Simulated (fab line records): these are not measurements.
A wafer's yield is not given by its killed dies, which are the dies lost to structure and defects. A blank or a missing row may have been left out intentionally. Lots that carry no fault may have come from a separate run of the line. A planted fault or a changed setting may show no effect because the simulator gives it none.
Chamber matching :: flow gf180mcu :: GF_V3_CMP_04 on cmp-01 has 4 sister chambers
The step polishes SiO2. 8 wafers are shown with their chamber, then 10 later ones without.

== EACH WAFER AND ITS CHAMBER ==
wafer: L081.1
chamber: 3
motorCurrentA (A): 11.8
retainingRingPressureFrac: 1.002

wafer: L082.3
chamber: 3
motorCurrentA (A): 12.0
retainingRingPressureFrac: 1.011

wafer: L085.6
chamber: 2
motorCurrentA (A): 13.8
retainingRingPressureFrac: 1.003

wafer: L086.1
chamber: 2
motorCurrentA (A): 14.5
retainingRingPressureFrac: 1.008

wafer: L086.3
chamber: 0
motorCurrentA (A): 12.6
retainingRingPressureFrac: 1.004

wafer: L086.5
chamber: 1
motorCurrentA (A): 10.9
retainingRingPressureFrac: 0.994

wafer: L090.1
chamber: 0
motorCurrentA (A): 11.9
retainingRingPressureFrac: 1.003

wafer: L090.2
chamber: 1
motorCurrentA (A): 11.5
retainingRingPressureFrac: 0.996

== WAFERS WHOSE CHAMBER IS MISSING ==
wafer: L090.3
motorCurrentA (A): 12.0
retainingRingPressureFrac: 1.002

wafer: L092.3
motorCurrentA (A): 11.1
retainingRingPressureFrac: 0.997

wafer: L092.4
motorCurrentA (A): 12.0
retainingRingPressureFrac: 1.001

wafer: L092.6
motorCurrentA (A): 11.7
retainingRingPressureFrac: 1.001

wafer: L093.1
motorCurrentA (A): 14.2
retainingRingPressureFrac: 1.003

wafer: L093.4
motorCurrentA (A): 11.8
retainingRingPressureFrac: 0.999

wafer: L093.5
motorCurrentA (A): 11.4
retainingRingPressureFrac: 0.995

wafer: L095.3
motorCurrentA (A): 11.8
retainingRingPressureFrac: 0.993

wafer: L095.5
motorCurrentA (A): 12.3
retainingRingPressureFrac: 1.008

wafer: L095.6
motorCurrentA (A): 11.6
retainingRingPressureFrac: 0.997

== EACH ONE'S CHAMBER ==
wafer: L090.3
from the rows above: can't be placed: 0 or 3 or 1
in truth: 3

wafer: L092.3
from the rows above: 1
in truth: 1

wafer: L092.4
from the rows above: can't be placed: 0 or 3 or 1
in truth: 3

wafer: L092.6
from the rows above: can't be placed: 0 or 3 or 1
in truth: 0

wafer: L093.1
from the rows above: 2
in truth: 2

wafer: L093.4
from the rows above: can't be placed: 0 or 1 or 3
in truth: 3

wafer: L093.5
from the rows above: 1
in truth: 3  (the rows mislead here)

wafer: L095.3
from the rows above: can't be placed: 1 or 0
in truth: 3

wafer: L095.5
from the rows above: can't be placed: 3 or 0
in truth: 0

wafer: L095.6
from the rows above: can't be placed: 1 or 0 or 3
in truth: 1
Placed correctly: 2 of 10. Can't be placed from these rows: 7 (the true chamber is among the candidates in 6). Number placed wrongly: 1.
How it was worked out, from the rows above alone: a wafer's distance from a chamber is the root of the sum, over the readings, of the square of ((its reading less the chamber's mean) divided by the reading's scatter). The wafer belongs to the nearest chamber; if the next one is less than 2 further off, it can't be placed. A chamber's mean is the mean of its shown wafers. How the scatter is found: for the shown wafers, subtract from each reading the mean of its chamber, square and add these, divide the total by (wafers less chambers), then take the root.
